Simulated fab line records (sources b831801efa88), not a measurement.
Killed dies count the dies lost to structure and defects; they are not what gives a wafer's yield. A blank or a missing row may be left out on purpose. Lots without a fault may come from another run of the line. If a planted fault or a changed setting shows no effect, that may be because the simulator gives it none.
Matching of chambers    flow sky130    cmp-02 running SKY_CONTACT_CMP_04: 4 sister chambers
The step polishes SiO2. 4 wafers are shown with their chamber, then 8 later ones without.

WAFERS WITH THEIR CHAMBER
wafer   chamber  motorCurrentA (A)
L865.1  0        10.8
L865.2  2        11.2
L865.5  1        13.7
L869.2  3        11.2

WAFERS WITHOUT THEIR CHAMBER
wafer   motorCurrentA (A)
L869.3  10.4
L869.4  13.7
L870.1  10.8
L870.3  10.7
L870.4  14.8
L871.2  10.4
L871.3  13.8
L871.5  11.6

WHICH CHAMBER EACH WENT THROUGH
wafer   from the rows above           in truth
L869.3  can't be placed: 0 or 2 or 3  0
L869.4  1                             1
L870.1  can't be placed: 0 or 2 or 3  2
L870.3  can't be placed: 0 or 2 or 3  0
L870.4  1                             1
L871.2  can't be placed: 0 or 2 or 3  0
L871.3  1                             1
L871.5  can't be placed: 2 or 3 or 0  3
Placed correctly: 3 of 8. Unplaceable from these rows: 5, with the true chamber sitting among the candidates in 5. Wrongly placed: 0.
How it was worked out, from the rows above alone: a wafer's distance from a chamber is the root of the sum, over the readings, of the square of ((its reading less the chamber's mean) divided by the reading's scatter). If the next closest chamber is less than 2 further off than the closest, the wafer can't be placed; otherwise it belongs to the closest. Each chamber's mean is taken over the wafers shown for it. The scatter: with one shown wafer a chamber, the root of the mean of the squares of how far each hidden wafer lies from its nearest shown one.
